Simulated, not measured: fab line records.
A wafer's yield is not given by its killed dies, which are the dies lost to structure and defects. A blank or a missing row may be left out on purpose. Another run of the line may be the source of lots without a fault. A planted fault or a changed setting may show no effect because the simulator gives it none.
Struck lot and sound lot, side by side || flow gf180mcu || 43 steps out of a route of 602
Sound: these wafers, L310.1, L310.2, L310.6. Wafers L324.1, L324.2, L324.3 were the ones struck. Last of all comes the cause.
Each step with rows lists, per side, the tool, then ch with its chambers, then its first start. Under that, the readings that differ: sound wafers || struck wafers || difference of the means || sigmas: that difference in standard deviations of wafers without a fault.
alike: words and numbers the same on both sides, and readings whose means are apart by under 2 such deviations; not compared: readings that were withheld, readings missing a value for some wafer, numbers with overlapping values and no deviation given by the record, and bounds like >300 which may hide the same value.
A row with sigmas, a row that says differs or no value, or rows on one side alone: a step with any of these is where the two part. Numbers that have no deviation but don't overlap get no sigmas and don't part them. A reading that every wafer of one side lacks parts them only if that side has two wafers or more.

first, 1 step without rows for these wafers: GF_SALICIDE_WET_ETCH_01 (etches SiO2 in dHF, target depth 5 nm, time 100 s).
GF_SALICIDE_SPUTTER_02: material Co, target thk 10 nm, time 20 s.
  sound on pvd sputter-03 at day 15 11:41; struck on pvd sputter-04 at day 20 06:59
  alike: throttle valve pct
GF_SALICIDE_SPUTTER_03: material TiN, target thk 20 nm, time 16.7 s.
  sound on pvd sputter-03 at day 15 11:43; struck on pvd sputter-04 at day 20 07:01
  alike: throttle valve pct
GF_SALICIDE_RS_MEAS_04: measures by four-point-probe.
  sound on film metro-02 at day 15 11:44; struck on film metro-01 at day 20 07:02
  alike: SALICIDE_TIN_RS
GF_SALICIDE_THK_MEAS_05: measures by xrf.
  sound on film metro-02 at day 15 11:51; struck on film metro-01 at day 20 07:09
  alike: SALICIDE_TIN_THK
then, 2 steps without rows for these wafers: GF_SALICIDE_RTA_06 (time 30 s); GF_SALICIDE_WET_ETCH_07 (etches the open film in SPM, target depth 120 nm).
GF_SALICIDE_RTA_08: time 30 s.
  sound on rtp anneal-01 ch 0, day 15 12:07; struck on rtp anneal-01 ch 0, day 20 07:24
  alike: lamp power pct, wafer_temp_C_max
then, 1 step without rows for these wafers: GF_CONTACT_CVD_00 (deposits SiO2, target thk 300 nm, time 50 s).
GF_CONTACT_THK_MEAS_01:
  sound on film metro-02 at day 15 12:15; struck on film metro-02 at day 20 07:33
  alike: CONTACT_CVD_00_THK
then, 1 step without rows for these wafers: GF_CONTACT_CVD_02 (deposits SiO2 from TEOS, target thk 860 nm, time 95.992 s).
GF_CONTACT_THK_MEAS_03:
  sound on film metro-02 at day 15 12:23; struck on film metro-01 at day 20 07:41
  alike: CONTACT_CVD_02_THK
GF_CONTACT_CMP_04: polishes SiO2.
  sound on cmp-02 ch 0,2,3, day 15 12:26; struck on cmp-02 ch 0,1,3, day 20 07:44
  alike: motor current A, platen rpm, retaining ring pressure frac, time to endpoint s
GF_CONTACT_BOW_MEAS_05:
  sound on film metro-04 at day 15 12:44; struck on film metro-02 at day 20 08:02
  alike: CONTACT_BOW
then, 8 steps without rows for these wafers: GF_CONTACT_DEHYDRATE_06 (time 60 s); GF_CONTACT_HMDS_07 (prime time 60 s); GF_CONTACT_COAT_08; GF_CONTACT_COAT_09 (resist thk 1000 nm); GF_CONTACT_SOFTBAKE_10 (time 60 s); GF_CONTACT_EXPOSE_11 (exposes mask Contact, target cd 220 nm); GF_CONTACT_PEB_12 (peb time 90 s); GF_CONTACT_DEVELOP_13 (develop time 60 s).
GF_CONTACT_CD_MEAS_14 targets a cd of 220 nm.
  sound on cd sem-01 at day 16 11:11; struck on cd sem-01 at day 21 08:11
{"reading": "cd nm (nm)", "sound": "216.5 217.8 216.9", "struck": "221.3 220.7 220.8", "difference": "+3.9", "sigmas": "+2"}
GF_CONTACT_OVL_MEAS_15:
  sound on overlay-02 at day 16 11:18; struck on overlay-02 at day 21 08:18
{"reading": "CONTACT_OVL (nm)", "sound": "8 1 5", "struck": "-10 -4 -7", "difference": -12, "sigmas": -2}
then, 1 step without rows for these wafers: GF_CONTACT_ETCH_16 (etches BARC in N2/H2).
GF_CONTACT_ETCH_17: etches SiO2 in C4F8/O2/Ar, stops on CoSi2, target depth 860 nm.
  sound: rie diel-03 ch 0,2,3; struck: rie diel-04 ch 1,2,3
  alike: oes product au
GF_CONTACT_STRIP_18: strips in O2/N2.
  sound on plasma asher-01 ch 0,1, day 16 11:30; struck on plasma asher-01 ch 0,1, day 21 08:30
  alike: drypump motor current A, heater power w, n2 flow sccm, oes product au, platen temp c
  not compared: rf hours counter h
then, 6 steps without rows for these wafers: GF_CONTACT_CLEAN_19 (cleans in SPM); GF_CONTACT_CLEAN_20 (cleans in DIW); GF_CONTACT_CLEAN_21 (cleans in dHF, time 20 s); GF_CONTACT_SPUTTER_22 (material Ti, target thk 15 nm, time 80.02 s); GF_CONTACT_SPUTTER_23 (material TiN, target thk 10 nm, time 40 s); GF_CONTACT_CVD_24 (deposits W, target thk 300 nm, time 90.339 s).
GF_CONTACT_RS_MEAS_25: measures by four-point-probe.
  sound on film metro-01 at day 16 12:00; struck on film metro-02 at day 21 09:00
  alike: CONTACT_W_RS
GF_CONTACT_THK_MEAS_26: measures by xrf.
  sound on film metro-01 at day 16 12:07; struck on film metro-02 at day 21 09:07
  alike: CONTACT_W_THK
then, 6 steps without rows for these wafers: GF_CONTACT_CMP_27 (polishes, stops on SiO2, t overpolish 15 s, target thk 0 nm); GF_M1_SPUTTER_00 (material Ti, target thk 37.5 nm, time 150 s); GF_M1_SPUTTER_01 (material TiN, target thk 30 nm, time 25 s); GF_M1_SPUTTER_02 (material AlCu, target thk 450 nm, time 23.9 s); GF_M1_SPUTTER_03 (material Ti, target thk 10 nm, time 6.7 s); GF_M1_SPUTTER_04 (material TiN, target thk 50 nm, time 41.7 s).
GF_M1_RS_MEAS_05: measures by four-point-probe.
  sound on film metro-02 at day 16 12:42; struck on film metro-03 at day 21 09:44
  alike: M1_ALCU_RS
-- the record jumps here: 12 days lie between the struck wafers' starts before and after (it left off in module M1 and takes up again in module PASSIVATION, whose first step shown is number 602 of the route) --
GF_PASSIVATION_PROBE_99:
  the record has rows for the struck wafers here (prober-02, day 33 00:05) and none for the sound ones

== WHERE THEY PART ==
First at GF_CONTACT_CD_MEAS_14; last, within this record, at GF_PASSIVATION_PROBE_99.

WHY: what the simulator had put in
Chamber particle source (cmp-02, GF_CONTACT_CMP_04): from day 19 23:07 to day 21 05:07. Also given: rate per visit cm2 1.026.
